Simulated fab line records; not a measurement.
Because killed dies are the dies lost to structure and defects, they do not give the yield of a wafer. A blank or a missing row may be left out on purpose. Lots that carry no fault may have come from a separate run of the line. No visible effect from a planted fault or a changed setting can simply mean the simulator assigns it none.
Struck lot and sound lot, side by side -- flow sky130 -- 31 steps out of a route of 708
Sound: these wafers, L188.1, L188.4, L188.6. The struck wafers were L177.2, L177.3, L177.6. Last of all comes the cause.
For every step that has rows: the tool of each side, followed by ch and its chambers, followed by its first start. Under that, the readings that differ: sound wafers -- struck wafers -- difference of the means -- sigmas: that difference in standard deviations of wafers without a fault.
alike: readings whose means differ by less than 2 such deviations, and words and numbers that are the same on both sides. not compared: withheld readings, readings that some wafer has no value for, bounds like >300 that may hide the same value, and numbers for which the record gives no deviation and whose values overlap.
A row with sigmas, a row that says differs or no value, or rows on one side alone: a step with any of these is where the two part. When numbers do not overlap yet have no deviation, they are printed without sigmas and do not part them. A reading that every wafer of one side lacks parts them only if that side has two wafers or more.

first, 1 step without rows for these wafers: SKY_NWELL_IMPLANT_13.
SKY_NWELL_STRIP_14: strips in O2/N2.
  sound on plasmaAsher-02 ch 0,1, day 8 18:42; struck on plasmaAsher-02 ch 0,1, day 6 01:18
  alike: chamberPressureMTorr, drypumpMotorCurrentA, oesProductAu, stripTimeToEndpointS
  not compared: rfHoursCounterH
SKY_NWELL_TW_MEAS_15:
  struck on filmMetro-03, day 6 01:25; sound on filmMetro-01, day 8 18:48
  alike: NWELL_TW
then, 7 steps without rows for these wafers: SKY_NWELL_DEHYDRATE_16 (time 60 s); SKY_NWELL_HMDS_17 (prime time 60 s); SKY_NWELL_COAT_18 (resist thk 3000 nm); SKY_NWELL_SOFTBAKE_19; SKY_NWELL_EXPOSE_20 (exposes mask NWM COMPLEMENT, target cd 840 nm); SKY_NWELL_PEB_21; SKY_NWELL_DEVELOP_22 (develop time 60 s).
SKY_NWELL_OVL_MEAS_23:
  struck on overlay-02, day 6 19:14; sound on overlay-01, day 9 16:31
reading,sound,struck,difference,sigmas
NWELL_01_OVL (nm),-1.8 -3.0 -3.0,1.6 0.3 1.3,+3.7,+2
after that, 1 step had no rows for these wafers: SKY_NWELL_IMPLANT_24.
SKY_NWELL_STRIP_25: strips in O2/N2.
  sound on plasmaAsher-03 ch 1, day 9 16:42; struck on plasmaAsher-03 ch 0,1, day 6 19:25
  no value came back on the struck wafers for chamberPressureMTorr (mTorr), drypumpMotorCurrentA (A), oesProductAu (a.u.), stripTimeToEndpointS (s); on the sound wafers chamberPressureMTorr (mTorr) reads 1501.2 1501.6 1499.3
reading,sound,struck,difference,sigmas
model.coat_of_NWELL_COAT_18.thkNm (nm),0 0 0,3009 2998 3007,+3005,
  not compared: rfHoursCounterH
SKY_NWELL_TW_MEAS_26:
  struck on filmMetro-01, day 6 19:32; sound on filmMetro-01, day 9 16:48
  alike: NWELL_2_TW
then, 1 step without rows for these wafers: SKY_NWELL_CLEAN_27 (cleans in SC1/SC2, time 150 s).
SKY_NWELL_RTA_28: time 30 s.
  sound on rtpAnneal-02 ch 0, day 9 16:58; struck on rtpAnneal-02 ch 0, day 6 19:38
  alike: lampPowerPct, rampDownCPerS, wafer_temp_C_max
SKY_NWELL_RS_MEAS_29: measures by four-point-probe.
  struck on filmMetro-01, day 6 19:45; sound on filmMetro-03, day 9 17:04
  alike: NWELL_RS
SKY_NWELL_RS_MEAS_31: measures by four-point-probe.
  struck on filmMetro-01, day 6 19:59; sound on filmMetro-03, day 9 17:19
reading,sound,struck,difference,sigmas
PWDE_RS (ohm/sq),5293 5301 5307,5250 5254 5245,-51,-3
then, 7 steps without rows for these wafers: SKY_VT_ADJUST_HVTP_DEHYDRATE_00 (time 60 s); SKY_VT_ADJUST_HVTP_HMDS_01 (prime time 60 s); SKY_VT_ADJUST_HVTP_COAT_02 (resist thk 1140 nm); SKY_VT_ADJUST_HVTP_SOFTBAKE_03 (time 60 s); SKY_VT_ADJUST_HVTP_EXPOSE_04 (exposes mask HVTPM, target cd 380 nm); SKY_VT_ADJUST_HVTP_PEB_05; SKY_VT_ADJUST_HVTP_DEVELOP_06 (develop time 62.02 s).
SKY_VT_ADJUST_HVTP_CD_MEAS_07: target cd 380 nm.
  struck on cdSem-01, day 7 14:36; sound on cdSem-02, day 10 15:29
  alike: cdNm
SKY_VT_ADJUST_HVTP_OVL_MEAS_08:
  struck on overlay-01, day 7 14:43; sound on overlay-01, day 10 15:36
  alike: VT_ADJUST_HVTP_OVL
after that, 1 step had no rows for these wafers: SKY_VT_ADJUST_HVTP_IMPLANT_09.
SKY_VT_ADJUST_HVTP_STRIP_10: strips in O2/N2.
  sound on plasmaAsher-04 ch 0,1, day 10 15:47; struck on plasmaAsher-02 ch 0,1, day 7 14:53
reading,sound,struck,difference,sigmas
oesProductAu (a.u.),0.716 0.721 0.719,0.728 0.734 0.729,+0.012,+3
stripTimeToEndpointS (s),14.27 14.29 14.27,59.00 58.82 58.95,+44.65,+99 or more
  alike: chamberPressureMTorr, drypumpMotorCurrentA
  not compared: rfHoursCounterH
SKY_VT_ADJUST_HVTP_TW_MEAS_11:
  struck on filmMetro-02, day 7 15:00; sound on filmMetro-02, day 10 15:53
reading,sound,struck,difference,sigmas
VT_ADJUST_HVTP_TW,1365 1355 1358,30 30 30,-1329,-99 or more
then, 1 step without rows for these wafers: SKY_VT_ADJUST_LVTN_DEHYDRATE_00 (time 60 s).

== WHERE THEY PART ==
Last at SKY_VT_ADJUST_HVTP_TW_MEAS_11 as far as this record goes, first at SKY_NWELL_OVL_MEAS_23.

WHY: what the simulator had put in
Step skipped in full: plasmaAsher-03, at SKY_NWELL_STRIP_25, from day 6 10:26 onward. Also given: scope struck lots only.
